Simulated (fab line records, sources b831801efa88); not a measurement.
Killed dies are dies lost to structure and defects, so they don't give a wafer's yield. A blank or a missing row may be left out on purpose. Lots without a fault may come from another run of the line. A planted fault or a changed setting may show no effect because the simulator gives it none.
A struck lot beside a sound one | flow sky130 | 15 steps out of a route of 708
Sound: wafers L889.1, L889.2, L889.5. Struck: wafer L896.4. (L896.3, L896.6 of the same lot were not struck and are left out.) The cause comes at the end.
At each step with rows: each side's tool, then ch and its chambers, then its first start. Under that, the readings that differ: sound wafers | struck wafers | difference of the means | sigmas: that difference in standard deviations of wafers without a fault.
alike: readings whose means differ by less than 2 such deviations, and words and numbers that are the same on both sides. not compared: withheld readings, readings that some wafer has no value for, bounds like >300 that may hide the same value, and numbers for which the record gives no deviation and whose values overlap.
The two part at a step that has a row with sigmas, a row that says differs or no value, or rows on one side only. Numbers that don't overlap but have no deviation are shown without sigmas and don't part them. A reading that every wafer of one side lacks parts them only if that side has two wafers or more.

first, 4 steps without rows for these wafers: SKY_VIA3_STRIP_16 (strips in O2/N2); SKY_VIA3_STRIP_17 (strips in post etch residue remover, time 1200 s); SKY_VIA3_CLEAN_18 (cleans in IPA, time 180 s); SKY_VIA3_CLEAN_19 (cleans in O3/DIW).
SKY_VIA3_SPUTTER_20: material TiN, target thk 20 nm, time 80 s.
  sound on pvd_sputter-01, day 40 05:26; struck on pvd_sputter-01, day 41 22:53
  alike: throttle_valve_pct
then, 1 step without rows for these wafers: SKY_VIA3_CVD_21 (deposits W, target thk 390 nm, time 117.31 s).
SKY_VIA3_RS_MEAS_22: measures by four-point-probe.
  sound on film_metro-02, day 40 05:37; struck on film_metro-01, day 41 23:07
  alike: VIA3_W_RS
SKY_VIA3_THK_MEAS_23: measures by xrf.
  sound on film_metro-02, day 40 05:44; struck on film_metro-01, day 41 23:13
  reading         | sound       | struck | difference | sigmas
  VIA3_W_THK (nm) | 387 389 384 | 408    | +21        | +3
SKY_VIA3_CMP_24: polishes, stops on SiO2, t overpolish 20 s, target thk 0 nm.
  sound on cmp-01 ch 1,3, day 40 05:48; struck on cmp-02 ch 2, day 41 23:15
  alike: motor_current_A, overpolish_run_s, time_to_endpoint_s
SKY_METAL4_SPUTTER_00: material Ti, target thk 15 nm, time 10 s.
  sound on pvd_sputter-01, day 40 06:06; struck on pvd_sputter-02, day 41 23:33
  alike: throttle_valve_pct
then, 1 step without rows for these wafers: SKY_METAL4_SPUTTER_01 (material TiN, target thk 20 nm, time 16.7 s).
SKY_METAL4_SPUTTER_02: material AlCu, target thk 735 nm, time 39.1 s.
  sound on pvd_sputter-01, day 40 06:09; struck on pvd_sputter-02, day 41 23:35
  alike: throttle_valve_pct
SKY_METAL4_SPUTTER_03: material Ti, target thk 5 nm, time 3.3 s.
  sound on pvd_sputter-01, day 40 06:11; struck on pvd_sputter-02, day 41 23:38
  reading                                   | sound             | struck | difference | sigmas
  model.Ti_of_METAL4_SPUTTER_03.thk_nm (nm) | 4.991 5.095 4.985 | 5.096  | +0.072     |
  alike: throttle_valve_pct
SKY_METAL4_SPUTTER_04: material TiN, target thk 70 nm, time 58.3 s.
  sound on pvd_sputter-01, day 40 06:13; struck on pvd_sputter-02, day 41 23:39
  alike: throttle_valve_pct
-- the record jumps here: 6 days lie between the struck wafers' starts before and after (it left off in module METAL4 and takes up again in module PAD_OPEN, whose first step shown is number 708 of the route) --
SKY_PAD_OPEN_PROBE_99:
  sound on prober-02, day 46 08:40; struck on prober-02, day 47 17:13
  reading            | sound    | struck | difference | sigmas
  killed_at_M0_to_M3 | 33 28 40 | 50     | +16        | +2
  alike: defect_limited_yield, killed_at_M4_up, killed_at_contacts, killed_at_front_end, killed_at_other, killed_dies, killed_open, killed_short, sort_bin_3_pad_short, sort_bin_5_function, sort_bin_6_memory, sort_n_pass, sort_yield_pct

WHERE THEY PART
First at SKY_VIA3_THK_MEAS_23; last, within this record, at SKY_PAD_OPEN_PROBE_99.

WHY: what the simulator had put in
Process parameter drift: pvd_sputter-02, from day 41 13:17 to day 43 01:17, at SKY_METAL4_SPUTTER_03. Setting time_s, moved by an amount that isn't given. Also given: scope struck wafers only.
